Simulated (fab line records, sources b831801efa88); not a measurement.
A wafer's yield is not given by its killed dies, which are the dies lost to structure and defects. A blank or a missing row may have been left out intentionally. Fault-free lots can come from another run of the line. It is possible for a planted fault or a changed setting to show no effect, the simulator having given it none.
Chamber matching -- flow sky130 -- 4 sister chambers for SKY_VIA4_CMP_21 on cmp-01
The step polishes, stops on SiO2, t overpolish 25 s, target thk 0 nm. 8 wafers are shown with their chamber, then 12 later ones without.

EACH WAFER AND ITS CHAMBER
wafer,chamber,motorCurrentA (A),timeToEndpointS (s)
L079.1,1,10.1,116
L088.6,2,12.1,122
L089.2,0,9.3,112
L089.3,2,12.2,115
L089.5,3,11.5,113
L090.1,0,9.7,115
L090.2,3,11.3,115
L090.5,1,10.0,118

WAFERS WHOSE CHAMBER IS MISSING
wafer,motorCurrentA (A),timeToEndpointS (s)
L092.1,11.3,118
L092.4,12.9,124
L092.6,11.2,117
L093.1,10.5,119
L093.2,9.0,111
L093.3,12.5,117
L095.1,10.6,118
L095.2,11.8,114
L095.6,12.3,118
L096.1,11.7,115
L096.3,12.7,120
L096.5,11.8,114

WHICH CHAMBER EACH WENT THROUGH
wafer,from the rows above,in truth
L092.1,3,3
L092.4,2,2
L092.6,3,3
L093.1,1,1
L093.2,0,0
L093.3,2,2
L095.1,can't be placed: 1 or 3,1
L095.2,can't be placed: 3 or 2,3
L095.6,2,2
L096.1,can't be placed: 3 or 2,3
L096.3,2,2
L096.5,can't be placed: 3 or 2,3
Correct placement for 8 of the 12. From these rows, 4 cannot be placed; in 4 the true chamber is one of the candidates. Wrongly placed: 0.
How it was worked out, from the rows above alone: a wafer's distance from a chamber is the root of the sum, over the readings, of the square of ((its reading less the chamber's mean) divided by the reading's scatter). If the next closest chamber is less than 2 further off than the closest, the wafer can't be placed; otherwise it belongs to the closest. A chamber's mean is the mean of its shown wafers. The scatter is the square root of a quotient: the sum, over the shown wafers, of each reading's squared deviation from its chamber's mean, divided by wafers minus chambers.
